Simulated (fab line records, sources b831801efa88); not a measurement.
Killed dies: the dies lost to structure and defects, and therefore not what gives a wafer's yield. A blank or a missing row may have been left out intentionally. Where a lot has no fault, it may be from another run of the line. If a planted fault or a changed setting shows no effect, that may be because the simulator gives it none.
Which tool did it?    flow sfqLine    14 lots (42 wafers sampled), 1 step of a 325-step route

## WHAT THE GAUGES READ, wafer by wafer
Not one reading of a measure or inspect step in the record can be checked against a usual standard deviation.

## TOOL THAT RAN EACH LOT (tool first, then ch and the chambers of the sampled wafers, then the start)
lot   SFQ_TRILAYER_I4_VIA_ETCH_VIA_ETCH_106
L218  rieDiel-02 ch 1,2, day 37 02:42
L219  rieDiel-04 ch 0,2,3, day 43 08:04
L220  rieDiel-03 ch 0,1,3, day 43 10:28
L222  rieDiel-02 ch 0,1,3, day 43 12:52
L224  rieDiel-02 ch 0,2,3, day 51 06:49
L225  rieDiel-02 ch 1,2,3, day 52 08:56
L226  rieDiel-02 ch 0,2,3, day 52 16:08
L229  rieDiel-04 ch 0,2, day 53 16:11
L234  rieDiel-02 ch 1,2, day 55 12:30
L235  rieDiel-04 ch 2,3, day 56 14:53
L236  rieDiel-02 ch 1,2,3, day 56 17:17
L237  rieDiel-02 ch 0,1,2, day 57 05:17
L239  rieDiel-04 ch 2,3, day 57 16:05
L241  rieDiel-04 ch 0,2,3, day 58 07:14
- SFQ_TRILAYER_I4_VIA_ETCH_VIA_ETCH_106: etches SiO2 in CHF3, stops on Nb, target depth 260 nm.

## AS READ BY THE TOOLS THEMSELVES (means over the sampled wafers that have a number; for cases with no such wafer, the mark the record gives instead)
SFQ_TRILAYER_I4_VIA_ETCH_VIA_ETCH_106. Usual: drypumpMotorCurrentA 6.0 A, standard deviation 0.52; oesProductAu 0.855 a.u., standard deviation 0.0051; rfFwdPowerW 498.1 W, standard deviation 1.4.
lot   tool        drypumpMotorCurrentA (A)  oesProductAu (a.u.)  rfFwdPowerW (W)  flag
L218  rieDiel-02  6.1                       0.854                498.7            
L219  rieDiel-04  6.5                       0.853                496.9            
L220  rieDiel-03  5.8                       0.852                497.2            
L222  rieDiel-02  6.0                       0.857                498.2            
L224  rieDiel-02  5.9                       0.859                497.7            
L225  rieDiel-02  6.0                       0.854                496.8            
L226  rieDiel-02  5.9                       0.861                498.6            
L229  rieDiel-04  6.4                       0.851                496.1            
L234  rieDiel-02  6.2                       0.859                498.0            
L235  rieDiel-04  6.6                       0.853                498.0            
L236  rieDiel-02  6.0                       0.853                472.1            OFF
L237  rieDiel-02  6.1                       0.852                471.8            OFF
L239  rieDiel-04  6.5                       0.851                498.0            
L241  rieDiel-04  6.5                       0.857                496.3            

## THE ANSWER, worked out from the rows above alone
Rule: a lot counts as off when the mean over its wafers that have a number is more than 3 standard deviations away from the usual mean. A lot without any number at a reading at which 4 lots or more have one is off too. The other lots that the step has rows for count as sound. After the gauges, taken in route order, come the tools' own readings; for these a lot's mean is taken, as printed above. At the first step where some lot is off, the reading lying furthest off is the one used; lots without a number count as furthest.
Off, at SFQ_TRILAYER_I4_VIA_ETCH_VIA_ETCH_106 on rfFwdPowerW: L236, L237.
A tool fits if, at that step or a process step before it, it ran every lot that is off, and no sound lot after the first of them. One fits: rieDiel-02 at SFQ_TRILAYER_I4_VIA_ETCH_VIA_ETCH_106. Its last sound lot is L234 (day 55 12:30), its first lot that is off L236 (day 56 17:17): a fault that began between those two fits.
On the lots that are off, the tool's own readings at SFQ_TRILAYER_I4_VIA_ETCH_VIA_ETCH_106 differ by more than 5 times the standard deviation of the sound lots' means, which bears it out; rfFwdPowerW reads 472.0 W there versus 497.5 W on the sound lots.

## WHAT HAD BEEN PUT IN BY THE SIMULATOR
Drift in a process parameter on rieDiel-02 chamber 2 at SFQ_TRILAYER_I4_VIA_ETCH_VIA_ETCH_106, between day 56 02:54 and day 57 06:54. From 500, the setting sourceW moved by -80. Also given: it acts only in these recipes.
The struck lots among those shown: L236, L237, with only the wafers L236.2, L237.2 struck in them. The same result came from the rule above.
